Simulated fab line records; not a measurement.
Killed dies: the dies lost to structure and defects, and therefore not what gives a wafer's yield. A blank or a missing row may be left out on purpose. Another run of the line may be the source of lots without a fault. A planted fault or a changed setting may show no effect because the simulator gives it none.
2 desks, one fault -- flow sky130 -- each desk has only its own numbers; what lay behind them comes last

== AT THE METROLOGY DESK ==
What the gauges read for every lot (on any tool): the sampled wafers with a number, averaged. If a lot's mean is further than 4 standard deviations from the usual mean, the lot is out of limits and carries the mark OUT (the distance appears in the brackets).
Columns: A = VT_ADJUST_LVTN_01_OVL at SKY_VT_ADJUST_LVTN_OVL_MEAS_18, usual -0.6 nm
lot,first seen here,A
L396,day 8 10:07,-0.9
L397,day 8 16:02,-0.7
L399,day 9 06:19,-2.5
L400,day 9 06:26,-0.2
L402,day 9 23:28,-0.0
L403,day 10 05:41,0.1
L405,day 10 18:13,-2.2
L406,day 11 03:11,-0.1
L407,day 11 07:46,-0.3
L409,day 12 14:53,0.6
L414,day 13 08:46,-2.1
L415,day 13 17:49,-0.4
L416,day 13 22:40,0.5
This desk's finding: nothing out of limits on any of the 13 lots.

== FOR THE TOOL OWNER'S DESK: implanter-03 ==
The tool's own readings at SKY_LDD_HVN_IMPLANT_08, given as means over the sampled wafers that have a number, one for each lot that went through this tool. If a lot's mean is further than 4 standard deviations from the usual mean, the lot is out of limits and carries the mark OUT (the distance appears in the brackets).
Columns: A = beamEnergyKeV at SKY_LDD_HVN_IMPLANT_08, usual 60.005; B = endStationPressureTorr at SKY_LDD_HVN_IMPLANT_08, usual 5.15e-06 Torr
lot,first seen here,A,B
L397,day 21 18:00,59.978,5.18e-06
L403,day 24 01:24,59.990,5.01e-06
L405,day 24 12:29,60.011,5.07e-06
L407,day 24 21:15,61.900 (+95) OUT,5.33e-06
L409,day 26 12:51,61.896 (+95) OUT,5.11e-06
This desk finds L407, L409 out of limits, L407 being first, at day 24 21:15 (beamEnergyKeV at SKY_LDD_HVN_IMPLANT_08). Within limits: L397, L403, L405.

== PUT TOGETHER ==
An alarm could have come from the tool owner's desk at day 24 21:15, on L407, L409.
At the metrology desk, nothing out of limits was observed.
The metrology desk holds a record of L407, L409, inside its limits.
Of the lots named, all ran SKY_LDD_HVN_IMPLANT_08 on implanter-03.

== WHAT WAS PUT IN BY THE SIMULATOR ==
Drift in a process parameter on implanter-03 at SKY_LDD_HVN_IMPLANT_08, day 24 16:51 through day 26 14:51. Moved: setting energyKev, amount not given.
Struck lots among those shown: L407, L409.
Hours from the fault's start to each desk's first reading out of limits: the tool owner's desk, 4.
